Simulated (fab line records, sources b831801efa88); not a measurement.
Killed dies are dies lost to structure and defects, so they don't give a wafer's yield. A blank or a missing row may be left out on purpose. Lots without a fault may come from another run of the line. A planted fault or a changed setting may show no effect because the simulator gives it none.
Problem report in the 8D (eight disciplines) form, filled by code | flow sfq_line | the parts of the form that need people (team, actions taken, sign-off) are left out

1. THE PROBLEM
M4_NB_RS at SFQ_M4_RS_MEAS_924 reads a mean of 0.657 ohm/sq on 6 wafers of 2 lots; wafers without a fault read 0.890 ohm/sq with a standard deviation of 0.013. That is -18 standard deviations from the usual mean.
The step: measures by four-point-probe.
First seen on wafer L152.2, day 46 16:12, on film_metro-03. The record holds 42 wafers of 14 lots with a number at this step. Rule for "out", or "out of limits": more than 4 standard deviations from the usual mean. The other wafers with a number count as sound.

2. WHAT IT IS AND WHAT IT IS NOT
question                    | is                     | is not
which readings at this step | M4_NB_RS               | -
which lots                  | L152, L154             | L144, L146, L147, L149, L150, L157, L160, L161, L163, L165, L166, L167
which wafers of those lots  | all that have a number | -
read on which gauges        | film_metro-03          | film_metro-01, film_metro-02
when                        | from day 46 16:12      | up to then (15 sound wafers); but 21 sound wafers of L157, L160, L161, L163, L165, L166, L167 came after

3. SUSPECTS, AND WHAT RULES EACH OUT
Counting: a tool at a process step up to the reading stays a suspect if it ran every lot that is out and no sound lot after the first of them.
- the gauge at SFQ_M4_RS_MEAS_924: ruled out. All the wafers that are out were read on film_metro-03, but those of them that SFQ_TRILAYER_M4_DEP_SPUTTER_091 has rows for are out there too, on other tools.
- pvd_sputter-06 at SFQ_TRILAYER_M4_DEP_SPUTTER_091 (material Nb, target thk 200 nm, time 133.3 s): ruled out as a lasting fault. Sound lots L163, L167 ran on it after its first lot that is out, L152 (day 46 16:05).
Left after counting: nothing in the record.

4. THE CAUSE (what the simulator had put in)
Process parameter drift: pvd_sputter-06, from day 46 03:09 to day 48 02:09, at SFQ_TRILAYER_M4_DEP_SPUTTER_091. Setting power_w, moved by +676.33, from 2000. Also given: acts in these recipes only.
Counting ruled it out, wrongly: the rule takes a fault to strike every lot that its tool runs from its start on, and this one did not.

5. THE CHAIN OF EFFECTS, in route order
Each row: a reading whose mean over the struck wafers that have a number lies more than 3 standard deviations from the usual. Only readings for which the record gives a usual standard deviation are gone through. hours: the time from each lot's start at the first step in this table that gives one to its start at this step, as a median over the lots. sigmas: the change in usual standard deviations.
hours | step                                | reading            | usual        | on struck wafers | change | sigmas
0     | SFQ_TRILAYER_M4_DEP_SPUTTER_091     | cathode_dc_power_W | 2000.0 W     | 2676.3           | +676.3 | +99 or more
0     | SFQ_M4_RS_MEAS_924                  | M4_NB_RS           | 0.890 ohm/sq | 0.657            | -0.233 | -18
3     | SFQ_TRILAYER_M4_ETCH_METAL_ETCH_096 | oes_product_au     | 0.894 a.u.   | 1.006            | +0.112 | +14
The process steps in it:
- SFQ_TRILAYER_M4_DEP_SPUTTER_091: material Nb, target thk 200 nm, time 133.3 s.
- SFQ_TRILAYER_M4_ETCH_METAL_ETCH_096: etches Nb in Cl2/Ar, stops on SiO2, target depth 240 nm, time 120 s.

6. WHAT WOULD HAVE CAUGHT IT SOONER
In this record the first reading out of limits at a measuring or inspecting step was taken at day 46 16:12, 13 hours after the fault began at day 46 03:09.
The tool's own readings at SFQ_TRILAYER_M4_DEP_SPUTTER_091 were out on every struck wafer that the step has a row for (cathode_dc_power_W): an alarm limit on them would have fired on the first of those.
